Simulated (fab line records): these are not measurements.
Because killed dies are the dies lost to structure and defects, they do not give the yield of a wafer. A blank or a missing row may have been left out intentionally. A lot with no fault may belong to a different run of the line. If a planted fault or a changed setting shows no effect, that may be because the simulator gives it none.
fab line records :: flow gf180mcu
record:
  lots: 14
  wafers: 42
  lastDay: 34
route steps=602 shown M1@316 V1@350 M2@366
lots untouched by any fault: they come from a run of this same line in which no faults occurred
startH: the number of hours between the record's first day and the start of the first shown wafer of the lot :: waitH: hours since the lot's step before :: " unchanged from the row above :: L1.1+2: a single row standing in for several wafers :: - no value, or no start was given :: * or withheld: withheld :: < > ~ a bound
route shown NAME@n: NAME is a module with steps in the file, n the number in the route of the first one :: usual: mean and standard deviation over wafers with no fault :: same: alike in all rows :: chamber/n: place in a boat :: sites: readings site by site :: _std_site: standard deviation across them :: _edge_site: mean of outer sites minus mean of inner sites :: radiusMm: how far each site lies from the wafer's centre :: mask NAME#n: copy n :: behind: the most recent tool/chamber to have shaped the wafer :: hold: what put the lot on hold/how long, in hours/how the hold closed :: device: names the non-switching transistor (n, p or np) :: end of line: tests of these same wafers at the route's end :: where a step has no rows: the recipe by itself :: killed: at the first sort, the dies lost to defects and structure; wafer yield is something else :: map: a wafer's dies, marking killed ones x, the rest . and places with no die _
set.NAME: the run value of the setting; set.NAME@STEP: its run value at that earlier step :: model.NAME: the simulator's own value behind a step, which no gauge read
the route's steps for a sample of lots (tables are steps, rows are wafers)
services: the hour from which a tool's chamber was out of use, counted from the record's first day as startH (under 0 if before that day), plus the number of hours and why
== steps ==
step: GF_M1_SPUTTER_01
recipe:
  material: TiN
  targetThkNm: 30
  powerW: 6500
  timeS: 25
  chamberPressurePa: 0.4
usual:
  throttleValvePct: 30.1/0.99
lot.wafer: L188.1
tool: pvdSputter-03
chamber: -
startH: 379.99
waitH: 0.1
throttleValvePct: 28.4

lot.wafer: L188.2
tool: pvdSputter-03
chamber: -
startH: 379.99
waitH: 0.1
throttleValvePct: 30.6

lot.wafer: L188.4
tool: pvdSputter-03
chamber: -
startH: 379.99
waitH: 0.1
throttleValvePct: 31.3

lot.wafer: L189.3
tool: pvdSputter-01
chamber: -
startH: 387.30
waitH: 0.1
throttleValvePct: 30.5

lot.wafer: L189.5
tool: pvdSputter-01
chamber: -
startH: 387.30
waitH: 0.1
throttleValvePct: 29.6

lot.wafer: L189.6
tool: pvdSputter-01
chamber: -
startH: 387.30
waitH: 0.1
throttleValvePct: 30.5

lot.wafer: L190.1
tool: pvdSputter-04
chamber: -
startH: 394.28
waitH: 0.1
throttleValvePct: 29.0

lot.wafer: L190.5
tool: pvdSputter-04
chamber: -
startH: 394.28
waitH: 0.1
throttleValvePct: 28.7

lot.wafer: L190.6
tool: pvdSputter-04
chamber: -
startH: 394.28
waitH: 0.1
throttleValvePct: 30.1

lot.wafer: L191.2
tool: pvdSputter-03
chamber: -
startH: 397.39
waitH: 0.1
throttleValvePct: 29.5

lot.wafer: L191.5
tool: pvdSputter-03
chamber: -
startH: 397.39
waitH: 0.1
throttleValvePct: 29.6

lot.wafer: L191.6
tool: pvdSputter-03
chamber: -
startH: 397.39
waitH: 0.1
throttleValvePct: 30.3

lot.wafer: L192.1
tool: pvdSputter-04
chamber: -
startH: 413.55
waitH: 0.1
throttleValvePct: 29.0

lot.wafer: L192.3
tool: pvdSputter-04
chamber: -
startH: 413.55
waitH: 0.1
throttleValvePct: 30.6

lot.wafer: L192.4
tool: pvdSputter-04
chamber: -
startH: 413.55
waitH: 0.1
throttleValvePct: 29.7

lot.wafer: L194.1
tool: pvdSputter-01
chamber: -
startH: 427.74
waitH: 0.1
throttleValvePct: 30.4

lot.wafer: L194.2
tool: pvdSputter-01
chamber: -
startH: 427.74
waitH: 0.1
throttleValvePct: 29.8

lot.wafer: L194.6
tool: pvdSputter-01
chamber: -
startH: 427.74
waitH: 0.1
throttleValvePct: 29.5

lot.wafer: L195.1
tool: pvdSputter-04
chamber: -
startH: 434.33
waitH: 0.1
throttleValvePct: 28.9

lot.wafer: L195.2
tool: pvdSputter-04
chamber: -
startH: 434.33
waitH: 0.1
throttleValvePct: 32.9

lot.wafer: L195.3
tool: pvdSputter-04
chamber: -
startH: 434.33
waitH: 0.1
throttleValvePct: 29.9

lot.wafer: L197.1
tool: pvdSputter-01
chamber: -
startH: 447.98
waitH: 0.1
throttleValvePct: 29.4

lot.wafer: L197.2
tool: pvdSputter-01
chamber: -
startH: 447.98
waitH: 0.1
throttleValvePct: 30.6

lot.wafer: L197.5
tool: pvdSputter-01
chamber: -
startH: 447.98
waitH: 0.1
throttleValvePct: 29.7

lot.wafer: L198.2
tool: pvdSputter-04
chamber: -
startH: 459.54
waitH: 0.1
throttleValvePct: 28.8

lot.wafer: L198.3
tool: pvdSputter-04
chamber: -
startH: 459.54
waitH: 0.1
throttleValvePct: 30.6

lot.wafer: L198.4
tool: pvdSputter-04
chamber: -
startH: 459.54
waitH: 0.1
throttleValvePct: 32.6

lot.wafer: L199.2
tool: pvdSputter-04
chamber: -
startH: 467.39
waitH: 0.1
throttleValvePct: 32.3

lot.wafer: L199.3
tool: pvdSputter-04
chamber: -
startH: 467.39
waitH: 0.1
throttleValvePct: 30.8

lot.wafer: L199.5
tool: pvdSputter-04
chamber: -
startH: 467.39
waitH: 0.1
throttleValvePct: 28.7

lot.wafer: L200.2
tool: pvdSputter-04
chamber: -
startH: 484.69
waitH: 0.1
throttleValvePct: 29.1

lot.wafer: L200.5
tool: pvdSputter-04
chamber: -
startH: 484.69
waitH: 0.1
throttleValvePct: 28.8

lot.wafer: L200.6
tool: pvdSputter-04
chamber: -
startH: 484.69
waitH: 0.1
throttleValvePct: 30.1

lot.wafer: L201.2
tool: pvdSputter-01
chamber: -
startH: 489.44
waitH: 0.1
throttleValvePct: 30.5

lot.wafer: L201.3
tool: pvdSputter-01
chamber: -
startH: 489.44
waitH: 0.1
throttleValvePct: 29.5

lot.wafer: L201.5
tool: pvdSputter-01
chamber: -
startH: 489.44
waitH: 0.1
throttleValvePct: 30.3

lot.wafer: L209.2
tool: pvdSputter-01
chamber: -
startH: 554.18
waitH: 0.1
throttleValvePct: 30.4

lot.wafer: L209.3
tool: pvdSputter-01
chamber: -
startH: 554.18
waitH: 0.1
throttleValvePct: 29.5

lot.wafer: L209.5
tool: pvdSputter-01
chamber: -
startH: 554.18
waitH: 0.1
throttleValvePct: 29.9

lot.wafer: L210.2
tool: pvdSputter-04
chamber: -
startH: 555.62
waitH: 0.1
throttleValvePct: 30.6

lot.wafer: L210.3
tool: pvdSputter-04
chamber: -
startH: 555.62
waitH: 0.1
throttleValvePct: 32.6

lot.wafer: L210.5
tool: pvdSputter-04
chamber: -
startH: 555.62
waitH: 0.1
throttleValvePct: 32.5
step: GF_V1_OVL_MEAS_15
usual:
  V1_OVL: 2/4.5
lot.wafer: L188.1
tool: overlay-01
chamber: -
startH: 428.79
waitH: 0.1
V1_OVL[nm]: 6

lot.wafer: L188.2
tool: overlay-01
chamber: -
startH: 428.79
waitH: 0.1
V1_OVL[nm]: 3

lot.wafer: L188.4
tool: overlay-01
chamber: -
startH: 428.79
waitH: 0.1
V1_OVL[nm]: 4

lot.wafer: L189.3
tool: overlay-02
chamber: -
startH: 436.55
waitH: 0.1
V1_OVL[nm]: 3

lot.wafer: L189.5
tool: overlay-02
chamber: -
startH: 436.55
waitH: 0.1
V1_OVL[nm]: 2

lot.wafer: L189.6
tool: overlay-02
chamber: -
startH: 436.55
waitH: 0.1
V1_OVL[nm]: 3

lot.wafer: L190.1
tool: overlay-02
chamber: -
startH: 444.17
waitH: 0.1
V1_OVL[nm]: 5

lot.wafer: L190.5
tool: overlay-02
chamber: -
startH: 444.17
waitH: 0.1
V1_OVL[nm]: 5

lot.wafer: L190.6
tool: overlay-02
chamber: -
startH: 444.17
waitH: 0.1
V1_OVL[nm]: 4

lot.wafer: L191.2
tool: overlay-01
chamber: -
startH: 447.05
waitH: 0.1
V1_OVL[nm]: -3

lot.wafer: L191.5
tool: overlay-01
chamber: -
startH: 447.05
waitH: 0.1
V1_OVL[nm]: -2

lot.wafer: L191.6
tool: overlay-01
chamber: -
startH: 447.05
waitH: 0.1
V1_OVL[nm]: -5

lot.wafer: L192.1
tool: overlay-02
chamber: -
startH: 464.59
waitH: 0.1
V1_OVL[nm]: 4

lot.wafer: L192.3
tool: overlay-02
chamber: -
startH: 464.59
waitH: 0.1
V1_OVL[nm]: -1

lot.wafer: L192.4
tool: overlay-02
chamber: -
startH: 464.59
waitH: 0.1
V1_OVL[nm]: 1

lot.wafer: L194.1
tool: overlay-02
chamber: -
startH: 477.69
waitH: 0.1
V1_OVL[nm]: -2

lot.wafer: L194.2
tool: overlay-02
chamber: -
startH: 477.69
waitH: 0.1
V1_OVL[nm]: 3

lot.wafer: L194.6
tool: overlay-02
chamber: -
startH: 477.69
waitH: 0.1
V1_OVL[nm]: -4

lot.wafer: L195.1
tool: overlay-01
chamber: -
startH: 483.76
waitH: 0.1
V1_OVL[nm]: 9

lot.wafer: L195.2
tool: overlay-01
chamber: -
startH: 483.76
waitH: 0.1
V1_OVL[nm]: 4

lot.wafer: L195.3
tool: overlay-01
chamber: -
startH: 483.76
waitH: 0.1
V1_OVL[nm]: 7

lot.wafer: L197.1
tool: overlay-02
chamber: -
startH: 498.32
waitH: 0.1
V1_OVL[nm]: -5

lot.wafer: L197.2
tool: overlay-02
chamber: -
startH: 498.32
waitH: 0.1
V1_OVL[nm]: -4

lot.wafer: L197.5
tool: overlay-02
chamber: -
startH: 498.32
waitH: 0.1
V1_OVL[nm]: -3

lot.wafer: L198.2
tool: overlay-02
chamber: -
startH: 508.08
waitH: 0.1
V1_OVL[nm]: 1

lot.wafer: L198.3
tool: overlay-02
chamber: -
startH: 508.08
waitH: 0.1
V1_OVL[nm]: 8

lot.wafer: L198.4
tool: overlay-02
chamber: -
startH: 508.08
waitH: 0.1
V1_OVL[nm]: 6

lot.wafer: L199.2
tool: overlay-02
chamber: -
startH: 517.12
waitH: 0.1
V1_OVL[nm]: -2

lot.wafer: L199.3
tool: overlay-02
chamber: -
startH: 517.12
waitH: 0.1
V1_OVL[nm]: 4

lot.wafer: L199.5
tool: overlay-02
chamber: -
startH: 517.12
waitH: 0.1
V1_OVL[nm]: -1

lot.wafer: L200.2
tool: overlay-02
chamber: -
startH: 532.68
waitH: 0.1
V1_OVL[nm]: -4

lot.wafer: L200.5
tool: overlay-02
chamber: -
startH: 532.68
waitH: 0.1
V1_OVL[nm]: 3

lot.wafer: L200.6
tool: overlay-02
chamber: -
startH: 532.68
waitH: 0.1
V1_OVL[nm]: -1

lot.wafer: L201.2
tool: overlay-02
chamber: -
startH: 536.93
waitH: 0.1
V1_OVL[nm]: 11

lot.wafer: L201.3
tool: overlay-02
chamber: -
startH: 536.93
waitH: 0.1
V1_OVL[nm]: 11

lot.wafer: L201.5
tool: overlay-02
chamber: -
startH: 536.93
waitH: 0.1
V1_OVL[nm]: 10

lot.wafer: L209.2
tool: overlay-01
chamber: -
startH: 599.24
waitH: 0.1
V1_OVL[nm]: 7

lot.wafer: L209.3
tool: overlay-01
chamber: -
startH: 599.24
waitH: 0.1
V1_OVL[nm]: 3

lot.wafer: L209.5
tool: overlay-01
chamber: -
startH: 599.24
waitH: 0.1
V1_OVL[nm]: 6

lot.wafer: L210.2
tool: overlay-01
chamber: -
startH: 600.10
waitH: 0.1
V1_OVL[nm]: -2

lot.wafer: L210.3
tool: overlay-01
chamber: -
startH: 600.10
waitH: 0.1
V1_OVL[nm]: 9

lot.wafer: L210.5
tool: overlay-01
chamber: -
startH: 600.10
waitH: 0.1
V1_OVL[nm]: 1
step: GF_V1_CVD_23
recipe:
  material: W
  targetThkNm: 350
  timeS: 105.05
  tempC: 400
  pressureTorr: 40
usual:
  chamberPressureTorr: 40.01/0.087
  heaterPowerOuterW: 530/56
  heaterPowerW: 869/87
lot.wafer: L188.1
tool: cvdW-02
chamber: 0
startH: 429.60
waitH: 0.0
chamberPressureTorr: 39.89
heaterPowerOuterW: 587
heaterPowerW: 996

lot.wafer: L188.2
tool: cvdW-02
chamber: 1
startH: 429.60
waitH: 0.0
chamberPressureTorr: 40.00
heaterPowerOuterW: 586
heaterPowerW: 889

lot.wafer: L188.4
tool: cvdW-02
chamber: 0
startH: 429.60
waitH: 0.0
chamberPressureTorr: 39.94
heaterPowerOuterW: 596
heaterPowerW: 1005

lot.wafer: L189.3
tool: cvdW-01
chamber: 1
startH: 437.39
waitH: 0.1
chamberPressureTorr: 39.88
heaterPowerOuterW: 529
heaterPowerW: 906

lot.wafer: L189.5
tool: cvdW-01
chamber: 0
startH: 437.39
waitH: 0.1
chamberPressureTorr: 40.04
heaterPowerOuterW: 458
heaterPowerW: 768

lot.wafer: L189.6
tool: cvdW-01
chamber: 1
startH: 437.39
waitH: 0.1
chamberPressureTorr: 39.95
heaterPowerOuterW: 547
heaterPowerW: 883

lot.wafer: L190.1
tool: cvdW-01
chamber: 0
startH: 444.97
waitH: 0.0
chamberPressureTorr: 40.09
heaterPowerOuterW: 463
heaterPowerW: 760

lot.wafer: L190.5
tool: cvdW-01
chamber: 0
startH: 444.97
waitH: 0.0
chamberPressureTorr: 39.92
heaterPowerOuterW: 469
heaterPowerW: 770

lot.wafer: L190.6
tool: cvdW-01
chamber: 1
startH: 444.97
waitH: 0.0
chamberPressureTorr: 40.01
heaterPowerOuterW: 541
heaterPowerW: 901

lot.wafer: L191.2
tool: cvdW-02
chamber: 0
startH: 447.84
waitH: 0.0
chamberPressureTorr: 40.07
heaterPowerOuterW: 579
heaterPowerW: 976

lot.wafer: L191.5
tool: cvdW-02
chamber: 1
startH: 447.84
waitH: 0.0
chamberPressureTorr: 40.05
heaterPowerOuterW: 592
heaterPowerW: 917

lot.wafer: L191.6
tool: cvdW-02
chamber: 0
startH: 447.84
waitH: 0.0
chamberPressureTorr: 40.03
heaterPowerOuterW: 609
heaterPowerW: 973

lot.wafer: L192.1
tool: cvdW-01
chamber: 1
startH: 465.39
waitH: 0.0
chamberPressureTorr: 39.92
heaterPowerOuterW: 527
heaterPowerW: 948

lot.wafer: L192.3
tool: cvdW-01
chamber: 1
startH: 465.39
waitH: 0.0
chamberPressureTorr: 40.03
heaterPowerOuterW: 529
heaterPowerW: 933

lot.wafer: L192.4
tool: cvdW-01
chamber: 0
startH: 465.39
waitH: 0.0
chamberPressureTorr: 40.19
heaterPowerOuterW: 473
heaterPowerW: 761

lot.wafer: L194.1
tool: cvdW-01
chamber: 0
startH: 478.49
waitH: 0.0
chamberPressureTorr: 40.14
heaterPowerOuterW: 472
heaterPowerW: 776

lot.wafer: L194.2
tool: cvdW-01
chamber: 1
startH: 478.49
waitH: 0.0
chamberPressureTorr: 40.10
heaterPowerOuterW: 547
heaterPowerW: 907

lot.wafer: L194.6
tool: cvdW-01
chamber: 1
startH: 478.49
waitH: 0.0
chamberPressureTorr: 40.01
heaterPowerOuterW: 555
heaterPowerW: 924

lot.wafer: L195.1
tool: cvdW-01
chamber: 1
startH: 484.56
waitH: 0.0
chamberPressureTorr: 40.00
heaterPowerOuterW: 543
heaterPowerW: 925

lot.wafer: L195.2
tool: cvdW-01
chamber: 0
startH: 484.56
waitH: 0.0
chamberPressureTorr: 40.02
heaterPowerOuterW: 474
heaterPowerW: 769

lot.wafer: L195.3
tool: cvdW-01
chamber: 0
startH: 484.56
waitH: 0.0
chamberPressureTorr: 40.09
heaterPowerOuterW: 450
heaterPowerW: 774

lot.wafer: L197.1
tool: cvdW-01
chamber: 0
startH: 499.12
waitH: 0.0
chamberPressureTorr: 40.02
heaterPowerOuterW: 479
heaterPowerW: 750

lot.wafer: L197.2
tool: cvdW-01
chamber: 0
startH: 499.12
waitH: 0.0
chamberPressureTorr: 40.13
heaterPowerOuterW: 465
heaterPowerW: 753

lot.wafer: L197.5
tool: cvdW-01
chamber: 0
startH: 499.12
waitH: 0.0
chamberPressureTorr: 40.06
heaterPowerOuterW: 462
heaterPowerW: 763

lot.wafer: L198.2
tool: cvdW-01
chamber: 0
startH: 508.92
waitH: 0.1
chamberPressureTorr: 36.37
heaterPowerOuterW: 466
heaterPowerW: 767

lot.wafer: L198.3
tool: cvdW-01
chamber: 0
startH: 508.92
waitH: 0.1
chamberPressureTorr: 36.52
heaterPowerOuterW: 452
heaterPowerW: 766

lot.wafer: L198.4
tool: cvdW-01
chamber: 0
startH: 508.92
waitH: 0.1
chamberPressureTorr: 36.43
heaterPowerOuterW: 464
heaterPowerW: 757

lot.wafer: L199.2
tool: cvdW-01
chamber: 0
startH: 518.12
waitH: 0.1
chamberPressureTorr: 36.66
heaterPowerOuterW: 455
heaterPowerW: 787

lot.wafer: L199.3
tool: cvdW-01
chamber: 0
startH: 518.12
waitH: 0.1
chamberPressureTorr: 36.59
heaterPowerOuterW: 467
heaterPowerW: 768

lot.wafer: L199.5
tool: cvdW-01
chamber: 0
startH: 518.12
waitH: 0.1
chamberPressureTorr: 36.60
heaterPowerOuterW: 465
heaterPowerW: 772

lot.wafer: L200.2
tool: cvdW-01
chamber: 0
startH: 533.52
waitH: 0.1
chamberPressureTorr: 36.41
heaterPowerOuterW: 472
heaterPowerW: 763

lot.wafer: L200.5
tool: cvdW-01
chamber: 0
startH: 533.52
waitH: 0.1
chamberPressureTorr: 36.57
heaterPowerOuterW: 465
heaterPowerW: 779

lot.wafer: L200.6
tool: cvdW-01
chamber: 0
startH: 533.52
waitH: 0.1
chamberPressureTorr: 36.52
heaterPowerOuterW: 474
heaterPowerW: 773

lot.wafer: L201.2
tool: cvdW-02
chamber: 0
startH: 537.72
waitH: 0.0
chamberPressureTorr: 39.93
heaterPowerOuterW: 598
heaterPowerW: 986

lot.wafer: L201.3
tool: cvdW-02
chamber: 0
startH: 537.72
waitH: 0.0
chamberPressureTorr: 40.00
heaterPowerOuterW: 596
heaterPowerW: 973

lot.wafer: L201.5
tool: cvdW-02
chamber: 1
startH: 537.72
waitH: 0.0
chamberPressureTorr: 40.00
heaterPowerOuterW: 593
heaterPowerW: 905

lot.wafer: L209.2
tool: cvdW-01
chamber: 1
startH: 600.09
waitH: 0.0
chamberPressureTorr: 39.97
heaterPowerOuterW: 542
heaterPowerW: 939

lot.wafer: L209.3
tool: cvdW-01
chamber: 1
startH: 600.09
waitH: 0.0
chamberPressureTorr: 40.12
heaterPowerOuterW: 537
heaterPowerW: 915

lot.wafer: L209.5
tool: cvdW-01
chamber: 0
startH: 600.09
waitH: 0.0
chamberPressureTorr: 40.07
heaterPowerOuterW: 465
heaterPowerW: 777

lot.wafer: L210.2
tool: cvdW-01
chamber: 0
startH: 600.99
waitH: 0.0
chamberPressureTorr: 39.94
heaterPowerOuterW: 469
heaterPowerW: 753

lot.wafer: L210.3
tool: cvdW-01
chamber: 1
startH: 600.99
waitH: 0.0
chamberPressureTorr: 39.99
heaterPowerOuterW: 545
heaterPowerW: 918

lot.wafer: L210.5
tool: cvdW-01
chamber: 0
startH: 600.99
waitH: 0.0
chamberPressureTorr: 39.91
heaterPowerOuterW: 467
heaterPowerW: 772
step: GF_M2_SPUTTER_04
recipe:
  material: TiN
  targetThkNm: 50
  powerW: 6500
  timeS: 41.7
  chamberPressurePa: 0.4
usual:
  throttleValvePct: 30.3/1.1
lot.wafer: L188.1
tool: pvdSputter-03
chamber: -
startH: 430.37
waitH: 0.0
throttleValvePct: 30.8

lot.wafer: L188.2
tool: pvdSputter-03
chamber: -
startH: 430.37
waitH: 0.0
throttleValvePct: 31.3

lot.wafer: L188.4
tool: pvdSputter-03
chamber: -
startH: 430.37
waitH: 0.0
throttleValvePct: 29.8

lot.wafer: L189.3
tool: pvdSputter-04
chamber: -
startH: 438.12
waitH: 0.0
throttleValvePct: 30.5

lot.wafer: L189.5
tool: pvdSputter-04
chamber: -
startH: 438.12
waitH: 0.0
throttleValvePct: 32.3

lot.wafer: L189.6
tool: pvdSputter-04
chamber: -
startH: 438.12
waitH: 0.0
throttleValvePct: 30.0

lot.wafer: L190.1
tool: pvdSputter-04
chamber: -
startH: 445.74
waitH: 0.0
throttleValvePct: 30.4

lot.wafer: L190.5
tool: pvdSputter-04
chamber: -
startH: 445.74
waitH: 0.0
throttleValvePct: 30.6

lot.wafer: L190.6
tool: pvdSputter-04
chamber: -
startH: 445.74
waitH: 0.0
throttleValvePct: 32.6

lot.wafer: L191.2
tool: pvdSputter-03
chamber: -
startH: 448.61
waitH: 0.0
throttleValvePct: 29.5

lot.wafer: L191.5
tool: pvdSputter-03
chamber: -
startH: 448.61
waitH: 0.0
throttleValvePct: 30.6

lot.wafer: L191.6
tool: pvdSputter-03
chamber: -
startH: 448.61
waitH: 0.0
throttleValvePct: 29.7

lot.wafer: L192.1
tool: pvdSputter-03
chamber: -
startH: 466.16
waitH: 0.0
throttleValvePct: 31.3

lot.wafer: L192.3
tool: pvdSputter-03
chamber: -
startH: 466.16
waitH: 0.0
throttleValvePct: 30.9

lot.wafer: L192.4
tool: pvdSputter-03
chamber: -
startH: 466.16
waitH: 0.0
throttleValvePct: 28.3

lot.wafer: L194.1
tool: pvdSputter-04
chamber: -
startH: 479.26
waitH: 0.0
throttleValvePct: 28.8

lot.wafer: L194.2
tool: pvdSputter-04
chamber: -
startH: 479.26
waitH: 0.0
throttleValvePct: 29.8

lot.wafer: L194.6
tool: pvdSputter-04
chamber: -
startH: 479.26
waitH: 0.0
throttleValvePct: 30.5

lot.wafer: L195.1
tool: pvdSputter-03
chamber: -
startH: 485.34
waitH: 0.0
throttleValvePct: 29.8

lot.wafer: L195.2
tool: pvdSputter-03
chamber: -
startH: 485.34
waitH: 0.0
throttleValvePct: 30.7

lot.wafer: L195.3
tool: pvdSputter-03
chamber: -
startH: 485.34
waitH: 0.0
throttleValvePct: 31.5

lot.wafer: L197.1
tool: pvdSputter-02
chamber: -
startH: 500.01
waitH: 0.0
throttleValvePct: 31.4

lot.wafer: L197.2
tool: pvdSputter-02
chamber: -
startH: 500.01
waitH: 0.0
throttleValvePct: 31.2

lot.wafer: L197.5
tool: pvdSputter-02
chamber: -
startH: 500.01
waitH: 0.0
throttleValvePct: 31.0

lot.wafer: L198.2
tool: pvdSputter-03
chamber: -
startH: 509.77
waitH: 0.0
throttleValvePct: 30.5

lot.wafer: L198.3
tool: pvdSputter-03
chamber: -
startH: 509.77
waitH: 0.0
throttleValvePct: 29.8

lot.wafer: L198.4
tool: pvdSputter-03
chamber: -
startH: 509.77
waitH: 0.0
throttleValvePct: 28.4

lot.wafer: L199.2
tool: pvdSputter-03
chamber: -
startH: 518.99
waitH: 0.0
throttleValvePct: 29.5

lot.wafer: L199.3
tool: pvdSputter-03
chamber: -
startH: 518.99
waitH: 0.0
throttleValvePct: 31.2

lot.wafer: L199.5
tool: pvdSputter-03
chamber: -
startH: 518.99
waitH: 0.0
throttleValvePct: 30.6

lot.wafer: L200.2
tool: pvdSputter-02
chamber: -
startH: 534.36
waitH: 0.0
throttleValvePct: 31.4

lot.wafer: L200.5
tool: pvdSputter-02
chamber: -
startH: 534.36
waitH: 0.0
throttleValvePct: 30.1

lot.wafer: L200.6
tool: pvdSputter-02
chamber: -
startH: 534.36
waitH: 0.0
throttleValvePct: 31.1

lot.wafer: L201.2
tool: pvdSputter-03
chamber: -
startH: 538.49
waitH: 0.0
throttleValvePct: 30.7

lot.wafer: L201.3
tool: pvdSputter-03
chamber: -
startH: 538.49
waitH: 0.0
throttleValvePct: 28.6

lot.wafer: L201.5
tool: pvdSputter-03
chamber: -
startH: 538.49
waitH: 0.0
throttleValvePct: 30.7

lot.wafer: L209.2
tool: pvdSputter-04
chamber: -
startH: 600.87
waitH: 0.0
throttleValvePct: 28.6

lot.wafer: L209.3
tool: pvdSputter-04
chamber: -
startH: 600.87
waitH: 0.0
throttleValvePct: 30.2

lot.wafer: L209.5
tool: pvdSputter-04
chamber: -
startH: 600.87
waitH: 0.0
throttleValvePct: 29.8

lot.wafer: L210.2
tool: pvdSputter-02
chamber: -
startH: 601.76
waitH: 0.0
throttleValvePct: 30.0

lot.wafer: L210.3
tool: pvdSputter-02
chamber: -
startH: 601.76
waitH: 0.0
throttleValvePct: 31.1

lot.wafer: L210.5
tool: pvdSputter-02
chamber: -
startH: 601.76
waitH: 0.0
throttleValvePct: 31.0
== services ==
tool: cvdW-02
chamber: 0
startH: 384.80
hours: 13.6
kind: repair

tool: cvdW-01
chamber: -
startH: 389.40
hours: 0.7
kind: repair

tool: cvdW-01
chamber: -
startH: 390.07
hours: 14.0
kind: pm

tool: cvdW-01
chamber: 0
startH: 390.07
hours: 14.0
kind: ventCycle

tool: cvdW-01
chamber: 1
startH: 390.07
hours: 14.0
kind: ventCycle

tool: cvdW-01
chamber: 0
startH: 404.07
hours: -
kind: clean

tool: cvdW-01
chamber: 1
startH: 404.07
hours: -
kind: clean

tool: pvdSputter-02
chamber: -
startH: 414.71
hours: 0.8
kind: repair

tool: pvdSputter-01
chamber: -
startH: 425.82
hours: 1.4
kind: repair

tool: pvdSputter-02
chamber: -
startH: 435.21
hours: 10.9
kind: repair

tool: cvdW-01
chamber: -
startH: 445.66
hours: 2.9
kind: repair

tool: pvdSputter-02
chamber: -
startH: 446.79
hours: 20.2
kind: repair

tool: cvdW-01
chamber: -
startH: 449.58
hours: 6.0
kind: pm

tool: cvdW-01
chamber: 1
startH: 455.70
hours: 4.4
kind: repair

tool: pvdSputter-02
chamber: -
startH: 461.88
hours: 2.2
kind: repair

tool: cvdW-01
chamber: 1
startH: 495.40
hours: 59.2
kind: repair

tool: pvdSputter-02
chamber: -
startH: 508.38
hours: 2.3
kind: repair

tool: cvdW-02
chamber: -
startH: 513.45
hours: 6.9
kind: pm

tool: pvdSputter-04
chamber: -
startH: 541.57
hours: 3.5
kind: repair

tool: cvdW-01
chamber: 0
startH: 543.45
hours: 4.4
kind: repair

tool: pvdSputter-03
chamber: -
startH: 549.36
hours: 12.6
kind: repair

tool: pvdSputter-03
chamber: -
startH: 583.22
hours: 0.8
kind: repair

tool: pvdSputter-01
chamber: -
startH: 596.47
hours: 1.9
kind: repair

tool: cvdW-02
chamber: -
startH: 600.82
hours: 0.9
kind: repair
== key ==
firstSign:
  step: GF_V1_CVD_23
  reading: chamberPressureTorr
  direction: down
  sigmas: 40
  usual: 40.01
  struck: 36.52
effect none on later readings
metAt GF_V1_CVD_23
struckLots L198,L199,L200
notActingAt GF_M1_SPUTTER_01,GF_V1_OVL_MEAS_15,GF_M2_SPUTTER_04
onsetBetween 499.12 508.92
fault:
  kind: processParameterDrift
  tool: cvdW-01
  chamber: -
  onsetH: 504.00
  steps: GF_V1_CVD_23
  channel: pressureTorr
  offset: -3.5234
  shape: step
  endH: 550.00
  actsIn: theseRecipesOnly
  stated: 40
